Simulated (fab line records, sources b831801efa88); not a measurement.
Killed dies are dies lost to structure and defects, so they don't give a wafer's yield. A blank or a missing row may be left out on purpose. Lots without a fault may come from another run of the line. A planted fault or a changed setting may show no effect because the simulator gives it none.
Which tool did it? | flow sky130 | 24 lots, 72 wafers sampled, at 3 steps of a route of 708

WHAT THE GAUGES READ, wafer by wafer
SKY_CONTACT_THK_MEAS_01. Usual: CONTACT_CVD_00_THK 75.0 nm, standard deviation 1.1.
lot  | measured     | on            | CONTACT_CVD_00_THK (nm) | flag
L074 | day 30 18:53 | film_metro-04 | 74.0 74.0 75.0          |
L075 | day 31 05:41 | film_metro-02 | 73.5 74.1 75.1          |
L076 | day 31 12:22 | film_metro-02 | 74.7 73.7 75.2          |
L077 | day 32 06:20 | film_metro-01 | 73.8 74.9 75.3          |
L078 | day 32 06:40 | film_metro-02 | 74.2 75.4 74.9          |
L079 | day 32 18:35 | film_metro-04 | 74.1 74.2 75.8          |
L080 | day 33 07:46 | film_metro-02 | 73.9 74.9 75.9          |
L081 | day 33 13:28 | film_metro-01 | 75.6 74.1 74.9          |
L082 | day 34 10:33 | film_metro-01 | 73.7 73.4 75.2          |
L083 | day 34 15:17 | film_metro-01 | 73.9 76.5 74.8          |
L084 | day 34 18:56 | film_metro-01 | 74.3 75.9 76.7          |
L086 | day 34 23:23 | film_metro-02 | 74.6 76.2 74.6          |
L085 | day 35 00:54 | film_metro-02 | 75.3 77.0 76.9          |
L087 | day 35 12:08 | film_metro-01 | 73.4 74.8 74.5          |
L088 | day 35 14:38 | film_metro-01 | 73.4 74.7 74.9          |
L089 | day 36 01:13 | film_metro-02 | 76.2 75.0 73.2          |
L090 | day 36 02:27 | film_metro-02 | 75.0 75.2 75.0          |
L091 | day 36 11:42 | film_metro-04 | 73.9 76.1 76.4          |
L092 | day 36 16:58 | film_metro-04 | 74.2 73.6 74.6          |
L093 | day 36 23:30 | film_metro-01 | 75.2 77.0 76.5          |
L095 | day 37 18:36 | film_metro-02 | 75.5 75.6 76.8          |
L094 | day 37 23:33 | film_metro-01 | 72.7 74.7 76.3          |
L096 | day 38 02:56 | film_metro-02 | 76.2 76.1 76.4          |
L097 | day 38 03:10 | film_metro-02 | 72.7 75.9 75.3          |

SKY_VIA1_THK_MEAS_01. Usual: VIA1_HDPCVD_THK 1024 nm, standard deviation 15.
lot  | measured     | on            | VIA1_HDPCVD_THK (nm) | flag
L074 | day 33 05:23 | film_metro-04 | 1009 1053 1037       |
L075 | day 33 15:37 | film_metro-02 | 1046 1010 1019       |
L076 | day 33 22:52 | film_metro-02 | 1016 1042 1035       |
L077 | day 34 16:25 | film_metro-04 | 1002 1021 1008       |
L078 | day 34 17:04 | film_metro-03 | 999 1047 994         |
L079 | day 35 03:50 | film_metro-03 | 996 1001 1015        |
L080 | day 35 16:22 | film_metro-02 | 1027 1000 1042       |
L081 | day 35 21:49 | film_metro-03 | 1039 1001 1027       |
L082 | day 36 19:02 | film_metro-03 | 1010 1022 1042       |
L083 | day 36 23:51 | film_metro-04 | 1029 998 991         |
L084 | day 37 02:26 | film_metro-02 | 1023 1019 1033       |
L086 | day 37 07:19 | film_metro-04 | 1023 1011 1016       |
L085 | day 37 08:21 | film_metro-04 | 1017 1032 1037       |
L087 | day 37 19:38 | film_metro-04 | 1014 1021 1049       |
L088 | day 37 22:31 | film_metro-02 | 1019 1046 1021       |
L089 | day 38 08:38 | film_metro-02 | 1033 1031 1007       |
L090 | day 38 09:17 | film_metro-02 | 1019 1034 1001       |
L091 | day 38 19:10 | film_metro-03 | 1019 1012 1042       |
L092 | day 39 00:55 | film_metro-04 | 1033 1052 1014       |
L093 | day 39 06:34 | film_metro-03 | 1019 1035 1014       |
L095 | day 40 01:09 | film_metro-03 | 1023 1036 1007       |
L094 | day 40 06:13 | film_metro-02 | 1018 1019 1021       |
L096 | day 40 09:41 | film_metro-03 | 1029 1019 1040       |
L097 | day 40 10:09 | film_metro-04 | 1017 1011 1009       |

WHICH TOOL RAN EACH LOT (tool, then ch and the chambers of the sampled wafers, then the start)
lot  | SKY_CONTACT_CMP_04
L074 | cmp-01 ch 1,2,3, day 30 19:04
L075 | cmp-02 ch 2,3, day 31 05:53
L076 | cmp-02 ch 0,1,2, day 31 12:34
L077 | cmp-01 ch 1,3, day 32 06:44
L078 | cmp-01 ch 0,1,2, day 32 07:02
L079 | cmp-02 ch 0,1,2, day 32 18:47
L080 | cmp-02 ch 0,2,3, day 33 07:58
L081 | cmp-01 ch 0,1,3, day 33 13:40
L082 | cmp-02 ch 0,1,3, day 34 10:44
L083 | cmp-02 ch 1,2, day 34 15:28
L084 | cmp-02 ch 0,2, day 34 19:10
L086 | cmp-01 ch 0,1, day 34 23:39
L085 | cmp-02 ch 2,3, day 35 01:07
L087 | cmp-02 ch 0,2,3, day 35 12:22
L088 | cmp-02 ch 0,3, day 35 14:52
L089 | cmp-01 ch 1,2,3, day 36 01:23
L090 | cmp-01 ch 0,1,3, day 36 02:46
L091 | cmp-02 ch 1,2, day 36 11:53
L092 | cmp-01 ch 2,3, day 36 17:11
L093 | cmp-01 ch 1,2,3, day 36 23:51
L095 | cmp-01 ch 1,3, day 37 18:50
L094 | cmp-01 ch 0,2,3, day 37 23:43
L096 | cmp-02 ch 1,2, day 38 03:06
L097 | cmp-02 ch 1,3, day 38 03:24
- SKY_CONTACT_CMP_04: polishes SiO2.

WHAT THE TOOLS THEMSELVES READ (means of the sampled wafers that have a number; where no wafer has one, the mark that the record gives instead)
SKY_CONTACT_CMP_04. Usual: edge_zone_pressure_frac 1.000, standard deviation 0.0051; motor_current_A 12.0 A, standard deviation 1.1; time_to_endpoint_s 81 s, standard deviation 3.7.
lot  | tool   | edge_zone_pressure_frac | motor_current_A (A) | time_to_endpoint_s (s) | flag
L074 | cmp-01 | 1.002                   | 12.3                | 83                     |
L075 | cmp-02 | 1.003                   | 11.7                | 88                     |
L076 | cmp-02 | 0.999                   | 11.3                | 84                     |
L077 | cmp-01 | 1.000                   | 11.7                | 82                     |
L078 | cmp-01 | 0.999                   | 12.6                | 81                     |
L079 | cmp-02 | 0.997                   | 11.6                | 79                     |
L080 | cmp-02 | 1.002                   | 11.4                | 77                     |
L081 | cmp-01 | 1.004                   | 11.9                | 81                     |
L082 | cmp-02 | 1.001                   | 11.5                | 83                     |
L083 | cmp-02 | 1.000                   | 12.1                | 82                     |
L084 | cmp-02 | 1.007                   | 10.7                | 81                     |
L086 | cmp-01 | 0.997                   | 13.0                | 77                     |
L085 | cmp-02 | 1.000                   | 11.5                | 77                     |
L087 | cmp-02 | 1.000                   | 11.2                | 78                     |
L088 | cmp-02 | 0.997                   | 11.5                | 82                     |
L089 | cmp-01 | 0.998                   | 11.7                | 81                     |
L090 | cmp-01 | 1.001                   | 12.3                | 86                     |
L091 | cmp-02 | 1.000                   | 11.9                | 80                     |
L092 | cmp-01 | 1.003                   | 12.3                | 83                     |
L093 | cmp-01 | 0.999                   | 12.3                | 81                     |
L095 | cmp-01 | 1.000                   | 11.2                | 80                     |
L094 | cmp-01 | 0.996                   | 12.9                | 81                     |
L096 | cmp-02 | 1.000                   | 12.1                | 81                     |
L097 | cmp-02 | 0.997                   | 12.4                | 85                     |

THE ANSWER, worked out from the rows above alone
Rule: a lot is off if the mean of its wafers that have a number lies more than 3 standard deviations from the usual mean. A lot without any number at a reading at which 4 lots or more have one is off too. The other lots that the step has rows for count as sound. The gauges are gone through in route order, then the tools' own readings, and for those a lot's mean is taken as printed above. The first step at which some lot is off is used, and at that step the reading that is off furthest; a lot without a number counts as furthest.
No lot is off at any reading shown: from this, nothing can be told.

WHAT THE SIMULATOR HAD PUT IN
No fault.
